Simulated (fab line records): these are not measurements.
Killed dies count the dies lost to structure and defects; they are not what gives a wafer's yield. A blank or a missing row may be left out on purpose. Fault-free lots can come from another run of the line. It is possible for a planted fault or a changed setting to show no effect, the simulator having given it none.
fab line records	flow sky130
record: lots: 6	wafers: 18	lastDay: 50
route steps=708 shown VIA4@651 METAL5@661 PAD_OPEN@708
lots that met no fault: taken from a fault-free run of the same line
startH: start of the lot's first displayed wafer, in hours after the record's first day	waitH: how many hours have passed since the lot's step before this one	" as in the row above	L1.1+2: a row that stands for several wafers	- no value, or no start given	* or withheld: withheld	< > ~ a bound
route shown NAME@n: names a module that has steps shown in the file, with the first one's number in the route	usual: mean and standard deviation over wafers with no fault	same: alike in all rows	chamber/n: place in a boat	sites: per-site readings	_std_site: their standard deviation	_edge_site: the outer-site mean with the inner-site mean subtracted	radiusMm: how far each site lies from the wafer's centre	mask NAME#n: copy n	behind: tool/chamber where the wafer was last shaped	hold: the reason the lot was held/the length of the hold in hours/how it ended	device: which transistor (n, p or np) failed to switch	end of line: at the end of the route, the tests of the same wafers	a step with no rows: only its recipe	killed: not the wafer's yield, but the dies lost to structure and defects at the first sort	map: the dies of a wafer, with x for killed, . for not killed, _ for no die there
set.NAME: the setting as run; set.NAME@STEP: as run at that earlier step	model.NAME: the simulator's own value behind a step, which no gauge read
lots seen at some steps along the route; tables by step, rows by wafer
services: a tool's chamber out of use, with start hour (startH, from the record's first day; less than 0 if before it), hours out, and reason
== steps ==
step: SKY_VIA4_ETCH_12
recipe: target: SiO2	chemistry: C4F8/O2/Ar	stopOn: TiN	maskMaterial: NOVOLAK	sourceW: 1467	biasW: 1200	pressureMtorr: 40	c4f8FlowSccm: withheld	O2_flow_sccm: 6	Ar_flow_sccm: 300	timeS: withheld	targetDepthA: 5800
step: SKY_VIA4_STRIP_13
recipe: chemistry: O2/N2	powerW: 1400	pressureMtorr: 1500	platenTempC: withheld	o2FlowSccm: 3000	n2FlowSccm: 300	overashFraction: 0.5
step: SKY_VIA4_STRIP_14
recipe: chemistry: postEtchResidueRemover	timeS: 1200	tempC: 72.5
step: SKY_VIA4_CLEAN_15
recipe: chemistry: IPA	timeS: 180	tempC: 25
step: SKY_VIA4_CLEAN_16
recipe: chemistry: O3/DIW	dry: n2Spin
step: SKY_VIA4_SPUTTER_17
recipe: material: TiN	targetThkNm: 20	chamberPressurePa: 5	powerW: 4000	timeS: 80
usual: throttleValvePct: 30.0/1.2
lot.wafer	tool	chamber	startH	waitH	throttleValvePct
L637.1	pvdSputter-03	-	1028.47	0.0	30.1
L637.3	"	-	"	"	28.2
L637.6	"	-	"	"	30.1
L639.2	pvdSputter-03	-	1044.63	0.0	31.6
L639.3	"	-	"	"	30.3
L639.5	"	-	"	"	28.1
L648.3	pvdSputter-04	-	1103.08	0.0	30.6
L648.4	"	-	"	"	30.3
L648.5	"	-	"	"	30.6
L651.3	pvdSputter-03	-	1113.37	0.0	29.7
L651.4	"	-	"	"	28.3
L651.6	"	-	"	"	29.9
L652.2	pvdSputter-01	-	1121.73	0.0	30.8
L652.3	"	-	"	"	28.9
L652.5	"	-	"	"	31.7
L654.3	pvdSputter-01	-	1132.14	0.0	28.3
L654.4	"	-	"	"	31.1
L654.5	"	-	"	"	29.0
step: SKY_VIA4_CVD_18
recipe: material: W	targetThkNm: 505	timeS: 152.14	tempC: 400	pressureTorr: 40
usual: heaterPowerW: 883/27
lot.wafer	tool	chamber	startH	waitH	heaterPowerW
L637.1	cvdW-01	0	1028.53	0.0	843
L637.3	"	0	"	"	868
L637.6	"	0	"	"	865
L639.2	cvdW-01	1	1044.69	0.0	902
L639.3	"	1	"	"	907
L639.5	"	1	"	"	896
L648.3	cvdW-02	0	1103.19	0.1	883
L648.4	"	1	"	"	844
L648.5	"	1	"	"	856
L651.3	cvdW-02	1	1113.48	0.1	840
L651.4	"	0	"	"	883
L651.6	"	1	"	"	837
L652.2	cvdW-01	1	1121.79	0.0	919
L652.3	"	0	"	"	859
L652.5	"	0	"	"	874
L654.3	cvdW-01	0	1132.26	0.1	887
L654.4	"	1	"	"	929
L654.5	"	1	"	"	911
step: SKY_VIA4_RS_MEAS_19
recipe: thkMeasGauge: four-point-probe	reads: W_of_VIA4_CVD_18+TiN_of_VIA4_SPUTTER_17
usual: VIA4_W_RS: 0.2285/0.0028
lot.wafer	tool	chamber	startH	waitH	VIA4_W_RS[ohm/sq]
L637.1	filmMetro-03	-	1028.68	0.1	0.2300
L637.3	"	-	"	"	0.2295
L637.6	"	-	"	"	0.2305
L639.2	filmMetro-02	-	1044.86	0.1	0.2303
L639.3	"	-	"	"	0.2356
L639.5	"	-	"	"	0.2303
L648.3	filmMetro-03	-	1103.34	0.1	0.2243
L648.4	"	-	"	"	0.2233
L648.5	"	-	"	"	0.2239
L651.3	filmMetro-02	-	1113.62	0.1	0.2287
L651.4	"	-	"	"	0.2323
L651.6	"	-	"	"	0.2298
L652.2	filmMetro-02	-	1121.96	0.1	0.2330
L652.3	"	-	"	"	0.2286
L652.5	"	-	"	"	0.2292
L654.3	filmMetro-01	-	1132.40	0.1	0.2239
L654.4	"	-	"	"	0.2263
L654.5	"	-	"	"	0.2295
step: SKY_VIA4_THK_MEAS_20
recipe: thkMeasGauge: xrf	reads: W_of_VIA4_CVD_18
usual: VIA4_W_THK: 505/6.7
lot.wafer	tool	chamber	startH	waitH	VIA4_W_THK[nm]
L637.1	filmMetro-03	-	1028.80	0.1	502
L637.3	"	-	"	"	506
L637.6	"	-	"	"	501
L639.2	filmMetro-02	-	1044.97	0.1	502
L639.3	"	-	"	"	494
L639.5	"	-	"	"	504
L648.3	filmMetro-03	-	1103.44	0.1	515
L648.4	"	-	"	"	517
L648.5	"	-	"	"	515
L651.3	filmMetro-02	-	1113.72	0.1	505
L651.4	"	-	"	"	494
L651.6	"	-	"	"	501
L652.2	filmMetro-02	-	1122.07	0.1	496
L652.3	"	-	"	"	505
L652.5	"	-	"	"	503
L654.3	filmMetro-01	-	1132.50	0.1	511
L654.4	"	-	"	"	510
L654.5	"	-	"	"	502
step: SKY_VIA4_CMP_21
recipe: stopOn: SiO2	tOverpolishS: 25	downForcePsi: 3.5	platenRpm: 60	targetThkNm: 0	padVelocityMS: 0.94248
usual: motorCurrentA: 10.8/1.2	overpolishRunS: 25.000/0.0093	timeToEndpointS: 118/5.5
lot.wafer	tool	chamber	startH	waitH	motorCurrentA	overpolishRunS	timeToEndpointS
L637.1	cmp-02	2	1028.86	0.1	10.2	25.001	125
L637.3	"	3	"	"	9.1	24.987	130
L637.6	"	2	"	"	10.1	25.010	124
L639.2	cmp-01	3	1045.02	0.0	11.4	25.014	114
L639.3	"	2	"	"	12.8	24.999	113
L639.5	"	3	"	"	11.4	25.010	113
L648.4	cmp-01	0	1103.58	0.1	9.0	24.995	114
L648.3	"	1	"	"	10.3	25.000	121
L648.5	"	3	"	"	11.6	24.993	124
L651.3	cmp-02	0	1113.81	0.1	11.7	25.004	117
L651.4	"	1	"	"	10.6	24.986	119
L651.6	"	3	"	"	9.6	25.000	127
L652.3	cmp-01	0	1122.17	0.1	9.1	25.000	116
L652.2	"	1	"	"	10.2	25.005	121
L652.5	"	0	"	"	8.8	24.999	115
L654.3	cmp-02	2	1132.70	0.2	9.9	24.992	129
L654.4	"	3	"	"	9.0	25.003	130
L654.5	"	1	"	"	10.1	24.996	120
step: SKY_METAL5_SPUTTER_00
recipe: material: Ti	targetThkNm: 15	powerW: 3000	timeS: 10	chamberPressurePa: 0.4
usual: throttleValvePct: 29.6/1.2
lot.wafer	tool	chamber	startH	waitH	throttleValvePct
L637.1	pvdSputter-04	-	1029.16	0.2	30.4
L637.3	"	-	"	"	30.7
L637.6	"	-	"	"	30.2
L639.2	pvdSputter-01	-	1045.32	0.2	28.2
L639.3	"	-	"	"	29.1
L639.5	"	-	"	"	28.1
L648.3	pvdSputter-04	-	1103.78	0.1	28.7
L648.4	"	-	"	"	30.1
L648.5	"	-	"	"	30.5
L651.3	pvdSputter-04	-	1114.06	0.2	31.2
L651.4	"	-	"	"	30.4
L651.6	"	-	"	"	30.9
L652.2	pvdSputter-02	-	1122.42	0.1	27.9
L652.3	"	-	"	"	29.4
L652.5	"	-	"	"	28.1
L654.3	pvdSputter-02	-	1132.90	0.1	28.2
L654.4	"	-	"	"	27.9
L654.5	"	-	"	"	28.3
step: SKY_METAL5_SPUTTER_01
recipe: material: TiN	targetThkNm: 20	powerW: 6500	timeS: 16.7	chamberPressurePa: 0.4
step: SKY_METAL5_SPUTTER_02
recipe: material: AlCu	targetThkNm: 1150	powerW: 10600	timeS: 61.2	chamberPressurePa: 0.4
usual: throttleValvePct: 29.6/1.2
lot.wafer	tool	chamber	startH	waitH	throttleValvePct	model.AlCu_of_METAL5_SPUTTER_02.thkNm
L637.1	pvdSputter-04	-	1029.21	0.0	30.5	1160
L637.3	"	-	"	"	30.9	1161
L637.6	"	-	"	"	30.4	1161
L639.2	pvdSputter-01	-	1045.37	0.0	28.4	1150
L639.3	"	-	"	"	29.4	1176
L639.5	"	-	"	"	28.1	1145
L648.3	pvdSputter-04	-	1103.82	0.0	28.7	1169
L648.4	"	-	"	"	30.1	560.2
L648.5	"	-	"	"	30.2	562.5
L651.3	pvdSputter-04	-	1114.11	0.0	30.9	1177
L651.4	"	-	"	"	30.5	566.7
L651.6	"	-	"	"	30.9	1174
L652.2	pvdSputter-02	-	1122.47	0.0	28.2	1145
L652.3	"	-	"	"	29.4	1154
L652.5	"	-	"	"	28.4	1166
L654.3	pvdSputter-02	-	1132.95	0.0	28.3	1156
L654.4	"	-	"	"	28.2	1138
L654.5	"	-	"	"	28.4	1158
step: SKY_METAL5_SPUTTER_03
recipe: material: Ti	targetThkNm: 5	powerW: 3000	timeS: 3.3	chamberPressurePa: 0.4
step: SKY_METAL5_SPUTTER_04
recipe: material: TiN	targetThkNm: 70	powerW: 6500	timeS: 58.3	chamberPressurePa: 0.4
step: SKY_METAL5_RS_MEAS_05
recipe: thkMeasGauge: four-point-probe	reads: TiN_of_METAL5_SPUTTER_04+Ti_of_METAL5_SPUTTER_03+AlCu_of_METAL5_SPUTTER_02+TiN_of_METAL5_SPUTTER_01+Ti_of_METAL5_SPUTTER_00
usual: METAL5_ALCU_RS: 0.0270/0.00036
lot.wafer	tool	chamber	startH	waitH	hold	METAL5_ALCU_RS[ohm/sq]
L637.1	filmMetro-03	-	1029.33	0.0	-	0.0269
L637.3	"	-	"	"	-	0.0268
L637.6	"	-	"	"	-	0.0268
L639.2	filmMetro-04	-	1045.51	0.0	-	0.0271
L639.3	"	-	"	"	-	0.0265
L639.5	"	-	"	"	-	0.0272
L648.3	filmMetro-02	-	1103.98	0.1	awaitDispo/0.2h/release	0.0267
L648.4	"	-	"	"	awaitDispo/0.2h/release	0.0558
L648.5	"	-	"	"	awaitDispo/0.2h/release	0.0558
L648.3	filmMetro-02	-	1104.35	0.3	-	0.0267
L648.4	"	-	"	"	-	0.0559
L648.5	"	-	"	"	-	0.0556
L651.3	filmMetro-03	-	1114.27	0.1	awaitDispo/0.2h/release	0.0265
L651.4	"	-	"	"	awaitDispo/0.2h/release	0.0551
L651.6	"	-	"	"	awaitDispo/0.2h/release	0.0266
L651.3	filmMetro-03	-	1114.56	0.3	-	0.0264
L651.4	"	-	"	"	-	0.0551
L651.6	"	-	"	"	-	0.0265
L652.2	filmMetro-03	-	1122.60	0.0	-	0.0272
L652.3	"	-	"	"	-	0.0270
L652.5	"	-	"	"	-	0.0266
L654.3	filmMetro-04	-	1133.11	0.1	-	0.0270
L654.4	"	-	"	"	-	0.0273
L654.5	"	-	"	"	-	0.0270
step: SKY_METAL5_THK_MEAS_06
recipe: thkMeasGauge: xrf	reads: AlCu_of_METAL5_SPUTTER_02
usual: METAL5_ALCU_THK: 1165/17
lot.wafer	tool	chamber	startH	waitH	hold	METAL5_ALCU_THK[nm]
L637.1	filmMetro-03	-	1029.45	0.1	-	1172
L637.3	"	-	"	"	-	1164
L637.6	"	-	"	"	-	1167
L639.2	filmMetro-04	-	1045.62	0.1	-	1170
L639.3	"	-	"	"	-	1204
L639.5	"	-	"	"	-	1168
L648.3	filmMetro-02	-	1108.06	3.7	awaitDispo/0.2h/release	1185
L648.4	"	-	"	"	awaitDispo/0.2h/release	570
L648.5	"	-	"	"	awaitDispo/0.2h/release	568
L648.3	filmMetro-02	-	1108.35	0.3	-	1184
L648.4	"	-	"	"	-	569
L648.5	"	-	"	"	-	569
L651.3	filmMetro-03	-	1117.84	3.3	awaitDispo/0.2h/release	1179
L651.4	"	-	"	"	awaitDispo/0.2h/release	571
L651.6	"	-	"	"	awaitDispo/0.2h/release	1174
L651.3	filmMetro-03	-	1118.07	0.2	-	1179
L651.4	"	-	"	"	-	569
L651.6	"	-	"	"	-	1174
L652.2	filmMetro-03	-	1122.71	0.1	-	1144
L652.3	"	-	"	"	-	1158
L652.5	"	-	"	"	-	1173
L654.3	filmMetro-04	-	1133.21	0.1	-	1177
L654.4	"	-	"	"	-	1147
L654.5	"	-	"	"	-	1167
step: SKY_METAL5_HMDS_08
recipe: primeTimeS: 60	primeTempC: 120
step: SKY_METAL5_COAT_09
recipe: resist: NOVOLAK	spinRpm: 3000	resistThkNm: 1800
step: SKY_METAL5_SOFTBAKE_10
recipe: tempC: 90	timeS: 60	resist: NOVOLAK
step: SKY_METAL5_EXPOSE_11
recipe: maskId: MM5	na: 0.6	sourceShape: conventional	sigmaOuter: 0.6	polarization: unpolarized	targetCdNm: 1600	doseMj: 190
step: SKY_METAL5_PEB_12
recipe: tempC: withheld	timeS: *	resist: NOVOLAK
step: SKY_METAL5_DEVELOP_13
recipe: resist: NOVOLAK	developer: TMAH	developTimeS: 60	devTempC: 23
step: SKY_METAL5_DESCUM_14
recipe: chemistry: O2	sourcePowerW: 150	biasPowerW: 0	pressureMtorr: 10	tempC: 40	timeS: 11
step: SKY_METAL5_METAL_ETCH_15
recipe: targetDepthA: 12600	stopOn: SiO2	overEtchFrac: 0.2	timeS: 252	chemistry: Cl2/BCl3	resistSidewallDeg: 86	pressureMtorr: 10	icpW: 900	biasW: 48.5	Cl2_flow_sccm: 60	bcl3FlowSccm: 30
usual: drypumpMotorCurrentA: 5.7/0.43	heBacksideLeakSccm: 3.3/0.31	oesProductAu: 0.894/0.0055	throttleValvePct: 22.263/0.0094
same: overEtchFrac: 0.2
lot.wafer	tool	chamber	startH	waitH	drypumpMotorCurrentA	heBacksideLeakSccm	oesProductAu	rfHoursCounterH	throttleValvePct
L637.1	rieMetal-04	0	1051.30	0.0	6.2	3.2	0.890	16	22.271
L637.3	"	0	"	"	6.2	3.2	0.892	-	22.254
L637.6	"	1	"	"	6.4	3.1	0.899	-	22.270
L639.2	rieMetal-04	0	1067.31	0.0	6.1	3.3	0.882	17	22.261
L639.3	"	0	"	"	6.2	3.2	0.899	-	22.290
L639.5	"	0	"	"	6.2	3.3	0.891	-	22.265
L648.3	rieMetal-03	0	1123.64	0.1	5.5	3.2	0.894	-	22.265
L648.4	"	1	"	"	5.4	3.3	0.658	-	22.269
L648.5	"	1	"	"	5.4	3.3	0.660	-	22.263
L651.3	rieMetal-03	1	1133.69	0.1	5.4	3.4	0.887	-	22.257
L651.4	"	0	"	"	5.4	3.3	0.659	-	22.268
L651.6	"	1	"	"	5.4	3.5	0.897	-	22.262
L652.2	rieMetal-01	0	1142.20	0.0	5.8	3.1	0.886	15	22.274
L652.3	"	1	"	"	5.1	3.3	0.903	-	22.279
L652.5	"	1	"	"	5.1	3.4	0.894	-	22.268
L654.3	rieMetal-03	1	1151.63	0.1	5.4	3.5	0.901	-	22.261
L654.4	"	0	"	"	5.5	3.0	0.893	-	22.263
L654.5	"	0	"	"	5.5	3.1	0.900	-	22.275
step: SKY_METAL5_STRIP_16
recipe: chemistry: O2/N2	powerW: 1400	pressureMtorr: 1500	platenTempC: withheld	o2FlowSccm: 3000	n2FlowSccm: 300	overashFraction: 0.5
usual: drypumpMotorCurrentA: 5.7/0.36	oesProductAu: 0.710/0.0048	stripTimeToEndpointS: 13.01/0.17
lot.wafer	tool	chamber	startH	waitH	drypumpMotorCurrentA	oesProductAu	rfHoursCounterH	stripTimeToEndpointS
L637.1	plasmaAsher-01	1	1051.53	0.2	5.2	0.717	61	12.97
L637.3	"	0	"	"	5.2	0.706	-	13.00
L637.6	"	0	"	"	5.2	0.718	-	13.32
L639.2	plasmaAsher-02	0	1067.54	0.2	5.8	0.716	0	12.93
L639.3	"	1	"	"	5.4	0.715	-	12.88
L639.5	"	1	"	"	5.5	0.713	-	12.94
L648.3	plasmaAsher-04	0	1123.83	0.1	6.1	0.706	-	13.02
L648.4	"	1	"	"	6.1	0.711	-	13.10
L648.5	"	1	"	"	6.0	0.710	-	13.10
L651.3	plasmaAsher-04	0	1133.88	0.1	6.0	0.709	-	12.90
L651.4	"	1	"	"	6.0	0.717	-	13.09
L651.6	"	1	"	"	6.1	0.711	-	12.97
L652.2	plasmaAsher-04	1	1142.43	0.2	6.0	0.706	40	12.90
L652.3	"	0	"	"	6.0	0.706	-	12.79
L652.5	"	0	"	"	6.0	0.702	-	12.84
L654.3	plasmaAsher-04	0	1151.82	0.1	6.0	0.709	-	12.76
L654.4	"	1	"	"	6.1	0.717	-	12.88
L654.5	"	0	"	"	6.0	0.709	-	12.91
step: SKY_PAD_OPEN_PROBE_99
usual: defectLimitedYield: 82.5/1.9	killed_at_M0_to_M3: 42/6.9	killed_at_M4_up: 3.2/1.7	killedAtContacts: 25/5.1	killedAtFrontEnd: 15/4.5	killedAtOther: 0.4/0.63	killedDies: 86/9.3	killedOpen: 46/7	killedShort: 39/6.9	sort_bin_3_pad_short: 0.9/0.45	sort_bin_5_function: 10.4/1.5	sort_bin_6_memory: 6.3/1.1	sortNPass: 406/9.3	sortYieldPct: 82.5/1.9
same: grossDies: 492	killedAtBackSide: 0	sort_bin_4_leakage[%]: 0	sort_bin_8_speed[%]: 0
lot.wafer	tool	chamber	startH	waitH	defectLimitedYield[%]	killed_at_M0_to_M3	killed_at_M4_up	killedAtContacts	killedAtFrontEnd	killedAtOther	killedDies	killedOpen	killedShort	sort_bin_3_pad_short[%]	sort_bin_5_function[%]	sort_bin_6_memory[%]	sortNPass	sortYieldPct[%]	model.etest.via4Chain.rcOhm	model.etest.met5.rsOhmSq	model.etest.met5.lineOhmUm
L637.1	prober-02	-	1096.49	0.1	79.7	51	5	26	18	0	100	58	42	1.2	13.2	5.9	392	79.7	0.7804	0.02687	0.01677
L637.3	prober-02	-	1096.59	0.2	79.7	46	4	31	19	0	100	54	46	0.2	12.2	7.9	392	79.7	0.8321	0.0266	0.01659
L637.6	prober-02	-	1096.74	0.2	80.3	49	3	23	21	1	97	52	45	0.6	12.0	7.1	395	80.3	0.7776	0.02679	0.01682
L639.2	prober-02	-	1113.02	0.1	82.9	38	5	25	15	1	84	51	33	0.6	11.4	5.1	408	82.9	0.7923	0.02735	0.01696
L639.3	prober-02	-	1113.07	0.2	79.9	52	4	27	16	0	99	56	43	0.2	13.8	6.1	393	79.9	0.7825	0.02661	0.01658
L639.5	prober-02	-	1113.17	0.2	82.7	41	4	23	16	1	85	50	35	0.8	9.8	6.7	407	82.7	0.7677	0.02702	0.01681
L648.3	prober-02	-	1164.49	0.2	82.7	45	2	24	13	1	85	41	44	1.0	10.8	5.5	407	82.7	0.7938	0.02684	0.01679
L648.4	prober-02	-	1164.54	0.2	85.4	39	4	16	13	0	72	44	28	0.2	10.4	4.1	420	85.4	0.8963	0.05617	0.0354
L648.5	prober-02	-	1164.59	0.2	83.3	48	1	26	7	0	82	38	43	1.0	8.9	6.7	410	83.3	0.8896	0.05587	0.03521
L651.3	prober-01	-	1173.69	0.2	83.5	44	6	20	10	1	81	36	45	0.8	9.8	5.9	411	83.5	0.8175	0.02663	0.01681
L651.4	prober-01	-	1173.74	0.2	82.7	39	4	27	15	0	85	49	36	1.2	10.0	6.1	407	82.7	0.8201	0.05571	0.03472
L651.6	prober-01	-	1173.84	0.2	83.7	40	3	23	13	1	80	46	34	0.2	9.3	6.7	412	83.7	0.8088	0.02637	0.01663
L652.2	prober-02	-	1180.69	0.1	83.1	44	0	22	17	0	83	50	33	0.8	11.0	5.1	409	83.1	0.8006	0.02729	0.01711
L652.3	prober-02	-	1180.74	0.2	83.3	46	4	20	12	0	82	36	46	0.6	10.2	5.9	410	83.3	0.8231	0.02714	0.01684
L652.5	prober-02	-	1180.84	0.2	83.5	38	2	30	11	0	81	49	32	0.4	10.6	5.5	411	83.5	0.8008	0.027	0.01679
L654.3	prober-02	-	1189.28	0.2	81.7	46	3	22	18	1	90	51	39	1.0	9.6	7.7	402	81.7	0.8285	0.02693	0.01695
L654.4	prober-02	-	1189.33	0.2	86.0	33	1	15	20	0	69	30	39	1.0	9.8	3.3	423	86.0	0.7928	0.02725	0.01699
L654.5	prober-02	-	1189.38	0.2	82.3	39	3	28	17	0	87	56	31	0.2	10.8	6.7	405	82.3	0.8137	0.0272	0.01689
killed by level:class
L637.1 VIA1:geometricParticle:open=16 LI_CONTACT:geometricParticle:open=10 VIA3:geometricParticle:open=9 CONTACT:geometricParticle:short=7 VIA2:geometricParticle:open=5 CONTACT:geometricParticle:open=5 METAL2:geometricParticle:short=5 METAL1:geometricParticle:short=5
L637.3 CONTACT:geometricParticle:open=13 VIA1:geometricParticle:open=12 CONTACT:geometricParticle:short=8 POLY_GATE:geometricParticle:open=5 METAL1:geometricParticle:short=5 METAL2:geometricParticle:short=5 VIA2:geometricParticle:open=5 VIA3:geometricParticle:open=5
L637.6 VIA1:geometricParticle:open=11 LI_CONTACT:geometricParticle:open=10 FIELD_ISO:geometricParticle:open=6 CONTACT:geometricParticle:open=6 METAL2:geometricParticle:short=6 POLY_GATE:geometricParticle:short=5 METAL1:geometricParticle:short=5 VIA1:geometricParticle:short=4
L639.2 CONTACT:geometricParticle:open=9 LI_CONTACT:geometricParticle:open=8 VIA1:geometricParticle:open=7 VIA2:geometricParticle:open=7 VIA3:geometricParticle:open=7 POLY_GATE:geometricParticle:open=6 FIELD_ISO:geometricParticle:short=4 CONTACT:geometricParticle:short=4
L639.3 CONTACT:geometricParticle:open=13 VIA1:geometricParticle:open=11 VIA3:geometricParticle:open=10 VIA1:geometricParticle:short=7 METAL2:geometricParticle:short=7 VIA2:geometricParticle:open=7 LI_CONTACT:geometricParticle:open=6 METAL1:geometricParticle:short=5
L639.5 LI_CONTACT:geometricParticle:open=10 VIA2:geometricParticle:open=9 METAL2:geometricParticle:short=8 CONTACT:geometricParticle:open=7 POLY_GATE:geometricParticle:open=6 VIA3:geometricParticle:open=6 FIELD_ISO:geometricParticle:short=5 VIA1:geometricParticle:open=5
L648.3 VIA1:geometricParticle:open=11 CONTACT:geometricParticle:open=7 FIELD_ISO:geometricParticle:short=6 METAL2:geometricParticle:short=6 VIA2:geometricParticle:open=6 CONTACT:geometricParticle:short=5 LOCAL_INTERCONNECT:geometricParticle:short=4 LI_CONTACT:geometricParticle:open=4
L648.4 VIA1:geometricParticle:open=9 VIA3:geometricParticle:open=9 CONTACT:geometricParticle:open=8 VIA1:geometricParticle:short=7 METAL1:geometricParticle:short=4 VIA2:geometricParticle:open=4 METAL2:geometricParticle:short=4 FIELD_ISO:geometricParticle:open=3
L648.5 CONTACT:geometricParticle:open=9 VIA1:geometricParticle:open=8 VIA1:geometricParticle:short=8 CONTACT:geometricParticle:short=7 METAL2:geometricParticle:short=7 METAL1:geometricParticle:short=5 VIA3:geometricParticle:short=5 LI_CONTACT:geometricParticle:open=4
L651.3 VIA1:geometricParticle:short=11 VIA1:geometricParticle:open=9 VIA2:geometricParticle:open=7 CONTACT:geometricParticle:open=6 METAL4:geometricParticle:short=5 LOCAL_INTERCONNECT:geometricParticle:short=5 LI_CONTACT:geometricParticle:open=4 VIA3:geometricParticle:short=4
L651.4 CONTACT:geometricParticle:open=12 VIA1:geometricParticle:open=10 VIA1:geometricParticle:short=7 METAL2:geometricParticle:short=7 VIA3:geometricParticle:open=6 FIELD_ISO:geometricParticle:open=5 LOCAL_INTERCONNECT:geometricParticle:short=5 LI_CONTACT:geometricParticle:open=4
L651.6 VIA2:geometricParticle:open=10 LI_CONTACT:geometricParticle:open=7 CONTACT:geometricParticle:open=7 VIA1:geometricParticle:open=7 VIA3:geometricParticle:open=5 FIELD_ISO:geometricParticle:short=4 VIA1:geometricParticle:short=4 METAL3:geometricParticle:short=4
L652.2 CONTACT:geometricParticle:open=10 VIA3:geometricParticle:open=10 VIA1:geometricParticle:open=9 VIA2:geometricParticle:open=9 POLY_GATE:geometricParticle:short=6 LOCAL_INTERCONNECT:geometricParticle:short=5 METAL1:geometricParticle:short=5 POLY_GATE:geometricParticle:open=4
L652.3 VIA1:geometricParticle:open=12 VIA1:geometricParticle:short=8 CONTACT:geometricParticle:short=7 METAL2:geometricParticle:short=7 LI_CONTACT:geometricParticle:open=6 METAL1:geometricParticle:short=4 VIA2:geometricParticle:short=4 METAL4:geometricParticle:short=4
L652.5 CONTACT:geometricParticle:open=10 LI_CONTACT:geometricParticle:open=9 CONTACT:geometricParticle:short=8 VIA1:geometricParticle:open=7 METAL2:geometricParticle:short=7 VIA2:geometricParticle:open=6 VIA1:geometricParticle:short=6 POLY_GATE:geometricParticle:open=5
L654.3 VIA1:geometricParticle:open=15 VIA2:geometricParticle:open=8 CONTACT:geometricParticle:open=7 FIELD_ISO:geometricParticle:short=6 LI_CONTACT:geometricParticle:open=6 VIA1:geometricParticle:short=6 LOCAL_INTERCONNECT:geometricParticle:short=5 POLY_GATE:geometricParticle:short=4
L654.4 METAL2:geometricParticle:short=9 FIELD_ISO:geometricParticle:short=6 POLY_GATE:geometricParticle:open=6 CONTACT:geometricParticle:short=6 VIA1:geometricParticle:short=5 VIA1:geometricParticle:open=5 VIA2:geometricParticle:open=5 POLY_GATE:geometricParticle:short=4
L654.5 VIA1:geometricParticle:open=15 CONTACT:geometricParticle:open=12 LI_CONTACT:geometricParticle:open=8 FIELD_ISO:geometricParticle:open=6 CONTACT:geometricParticle:short=6 VIA3:geometricParticle:open=6 POLY_GATE:geometricParticle:short=4 VIA1:geometricParticle:short=4
== services ==
tool	chamber	startH	hours	kind
plasmaAsher-02	-	1010.55	5.3	repair
plasmaAsher-02	-	1015.91	2.4	repair
rieMetal-01	0	1017.30	3.6	repair
cmp-01	-	1029.14	3.4	pm
pvdSputter-04	0	1029.33	-	consumableReplace:kit
plasmaAsher-02	-	1046.43	1.7	repair
rieMetal-01	0	1048.92	16.9	repair
plasmaAsher-02	-	1055.25	9.0	pm
cmp-01	-	1056.23	4.2	pm
pvdSputter-02	-	1064.29	6.9	repair
cmp-01	-	1072.16	1.3	repair
cmp-01	-	1079.40	2.4	repair
cmp-02	-	1084.20	4.0	pm
rieMetal-04	-	1084.23	0.6	repair
pvdSputter-02	-	1088.73	0.6	repair
pvdSputter-01	-	1096.54	8.8	repair
rieMetal-01	-	1107.35	5.5	repair
plasmaAsher-02	-	1115.58	29.2	repair
rieMetal-01	1	1117.92	20.3	repair
cmp-01	-	1119.29	1.4	repair
cmp-01	-	1131.67	3.7	repair
cmp-01	-	1132.37	4.1	repair
rieMetal-04	-	1139.10	2.8	pm
pvdSputter-02	-	1149.42	7.1	repair
== key ==
firstSign: step: SKY_METAL5_RS_MEAS_05	reading: visit	direction: added
effect: step: SKY_METAL5_RS_MEAS_05	reading: METAL5_ALCU_RS	direction: up	sigmas: 80	usual: 0.0270	struck: 0.0556
effect: step: SKY_METAL5_THK_MEAS_06	reading: visit	direction: added
effect: step: SKY_METAL5_THK_MEAS_06	reading: METAL5_ALCU_THK	direction: down	sigmas: 35	usual: 1165	struck: 570
effect: step: SKY_METAL5_METAL_ETCH_15	reading: oesProductAu	direction: down	sigmas: 42	usual: 0.894	struck: 0.659
modelEffect: step: SKY_METAL5_SPUTTER_02	value: AlCu_of_METAL5_SPUTTER_02.thkNm	without: 1166	struck: 563.1
modelEffect: step: SKY_PAD_OPEN_PROBE_99	value: etest.via4Chain.rcOhm	without: 0.7958	struck: 0.8687
metAt SKY_METAL5_SPUTTER_02
struckWafers L648.4,L648.5,L651.4
onsetBetween 1029.21 1103.82
fault: kind: processParameterDrift	tool: pvdSputter-04	chamber: -	onsetH: 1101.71	steps: SKY_METAL5_SPUTTER_02	channel: targetThkNm	offset: -603.32	shape: step	endH: 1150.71	actsIn: theseRecipesOnly	stated: 1150	scope: struckWafersOnly
